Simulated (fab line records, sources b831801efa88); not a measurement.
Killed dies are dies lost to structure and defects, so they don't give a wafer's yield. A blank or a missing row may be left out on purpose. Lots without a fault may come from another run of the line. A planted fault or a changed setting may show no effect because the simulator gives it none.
A struck lot beside a sound one | flow sky130 | 15 steps out of a route of 708
Sound: wafers L104.2, L104.3, L104.4. Struck: wafers L112.1, L112.3, L112.4. The cause comes at the end.
At each step with rows: each side's tool, then ch and its chambers, then its first start. Under that, the readings that differ: sound wafers | struck wafers | difference of the means | sigmas: that difference in standard deviations of wafers without a fault.
alike: readings whose means differ by less than 2 such deviations, and words and numbers that are the same on both sides. not compared: withheld readings, readings that some wafer has no value for, bounds like >300 that may hide the same value, and numbers for which the record gives no deviation and whose values overlap.
The two part at a step that has a row with sigmas, a row that says differs or no value, or rows on one side only. Numbers that don't overlap but have no deviation are shown without sigmas and don't part them. A reading that every wafer of one side lacks parts them only if that side has two wafers or more.

first, 5 steps without rows for these wafers: SKY_LDD_N_COAT_02 (resist thk 300 nm); SKY_LDD_N_SOFTBAKE_03 (time 60 s); SKY_LDD_N_EXPOSE_04 (exposes mask NTM, target cd 840 nm); SKY_LDD_N_PEB_05; SKY_LDD_N_DEVELOP_06 (develop time 60 s).
SKY_LDD_N_OVL_MEAS_07:
  sound on overlay-01, day 18 04:52; struck on overlay-01, day 21 05:52
  alike: LDD_N_OVL
then, 6 steps without rows for these wafers: SKY_LDD_N_IMPLANT_08; SKY_LDD_N_IMPLANT_09; SKY_LDD_N_IMPLANT_10; SKY_LDD_N_IMPLANT_11; SKY_LDD_N_IMPLANT_12; SKY_LDD_N_IMPLANT_13.
SKY_LDD_N_IMPLANT_14:
  sound on implanter-01 ch 0, day 18 05:50; struck on implanter-03 ch 0, day 21 06:48
  reading                   | sound                | struck               | difference | sigmas
  beam_energy_keV           | 50.002 50.005 50.019 | 48.082 48.096 48.078 | -1.923     | -99 or more
  model.implant.rp_nm (nm)  | 31.4 31.4 31.4       | 31.08 31.08 31.08    | -0.32      |
  model.implant.drp_nm (nm) | 18.83 18.83 18.83    | 18.3 18.3 18.3       | -0.5       |
then, 2 steps without rows for these wafers: SKY_LDD_N_IMPLANT_15; SKY_PAD_OPEN_PROBE_99.

WHERE THEY PART
Only at SKY_LDD_N_IMPLANT_14, within this record.

WHY: what the simulator had put in
Process parameter drift: implanter-03, from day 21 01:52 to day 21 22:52, at SKY_LDD_N_IMPLANT_14. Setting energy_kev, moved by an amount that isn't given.
